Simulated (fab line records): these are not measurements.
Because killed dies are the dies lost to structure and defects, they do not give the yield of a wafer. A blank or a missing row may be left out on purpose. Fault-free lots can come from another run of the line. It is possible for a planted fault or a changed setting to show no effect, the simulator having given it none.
Split-lot trial	flow gf180mcu	on a route of 602 steps: 5 lots, 23 wafers read

## SPLIT DETAILS
At GF_V2_COAT_09 (resist thk 1000 nm), the setting resist_thk_nm was moved away from the recipe's 1000 nm on 7 of the 23 wafers read, by -4.2% to +5.9%. This setting was run at the recipe's value on the other wafers.

## FROM THE SPLIT TO THE READING: what the file shows between them, 4 steps
- GF_V2_PEB_12: peb time 90 s (also split here: peb_time_s)
- GF_V2_DEVELOP_13: develop time 60 s
- GF_V2_ETCH_16: etches BARC in N2/H2
- GF_V2_ETCH_17: etches SiO2 in C4F8/O2/Ar, stops on TiN, target depth 630 nm

## THE READING
oes_product_au, in a.u., at GF_V2_STRIP_18 (strips in O2/N2). Fault-free wafers of this fab line usually give 0.591 a.u., standard deviation 0.0049 a.u.

wafer	tool, chamber at the split	resist_thk_nm as run, nm	against the recipe	oes_product_au, a.u.	against lot-mates on the recipe
L074.1	litho_track-04, 0	1000	recipe	0.590	-
L074.2	litho_track-04, 0	1059	+5.9%	0.620	+0.029
L074.3	litho_track-04, 0	1000	recipe	0.592	-
L074.4	litho_track-04, 0	1059	+5.9%	0.611	+0.020
L074.6	litho_track-04, 0	1059	+5.9%	0.612	+0.021
L076.1	litho_track-04, 0	1000	recipe	0.598	-
L076.2	litho_track-04, 0	1000	recipe	0.596	-
L076.4	litho_track-04, 0	1000	recipe	0.593	-
L076.5	litho_track-04, 0	1000	recipe	0.587	-
L076.6	litho_track-04, 0	1000	recipe	0.587	-
L077.1	litho_track-03, 0	1000	recipe	0.599	-
L077.5	litho_track-03, 0	1000	recipe	0.593	-
L077.6	litho_track-03, 0	1000	recipe	0.594	-
L078.1	litho_track-01, 0	1051	+5.1%	0.604	+0.013
L078.2	litho_track-01, 0	1000	recipe	0.595	-
L078.4	litho_track-01, 0	1051	+5.1%	0.616	+0.025
L078.5	litho_track-01, 0	1000	recipe	0.585	-
L078.6	litho_track-01, 0	1000	recipe	0.593	-
L080.2	litho_track-04, 0	958.2	-4.2%	0.581	-0.017
L080.3	litho_track-04, 0	1000	recipe	0.600	-
L080.4	litho_track-04, 0	1000	recipe	0.602	-
L080.5	litho_track-04, 0	958.2	-4.2%	0.577	-0.021
L080.6	litho_track-04, 0	1000	recipe	0.591	-

FIT RESULTS
A straight line over all 23 wafers: oes_product_au changes by +0.00345 a.u. for each +1% of resist_thk_nm; r = +0.90; the points scatter about the line by 0.0048 a.u.
The same after taking each lot's own level away (the mean of its wafers on the recipe; 23 wafers): +0.00402 a.u. for each +1%; r = +0.94; scatter 0.0043 a.u.
The reading moves by 0.024 a.u. for the largest change in resist_thk_nm, on that fit.
The span of the lots' own levels, 0.5910 to 0.5977 a.u., comes to 1.4 times the standard deviation stated above.
Hence the slope depends on the lot-to-lot level, as the two fits are not the same.
Check: with one of the wafers moved furthest among these (+5.9%) left out of the fit, the line predicts +0.0221 a.u. for it against its lot-mates. Against them it came out at +0.029 a.u.

## OTHER SPLITS APPLIED TO THESE WAFERS
Other splits were also applied to these wafers ahead of the reading. Each is held against what the fit with the lots' levels taken away leaves over:
other split on the same wafers	wafers away from the commonest value	r with oes_product_au (lot level and that fit taken away)
GF_M2_SPUTTER_00 power_w	9	-0.11
GF_M2_EXPOSE_11 dose_mj	7	+0.08
GF_M2_METAL_ETCH_16 bias_w	5	+0.05
GF_V2_PEB_12 peb_time_s	5	-0.20

## THE WHOLE CHAIN: every reading that the file lists as answering this split, in the file's order
step	what it does	reading	change (the file's fit)	r (the file's)
GF_V2_COAT_09	resist thk 1000 nm	KrF_of_V2_COAT_09.thk_nm (the simulator's own value, which no gauge read)	+9.96 nm for each +1% of the setting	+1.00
GF_V2_STRIP_18	strips in O2/N2	oes_product_au	+0.00395 a.u. for each +1% of the setting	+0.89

## FILE'S OWN FIT
oes_product_au changes by +0.00395 a.u. for each +1% of resist_thk_nm, r = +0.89.
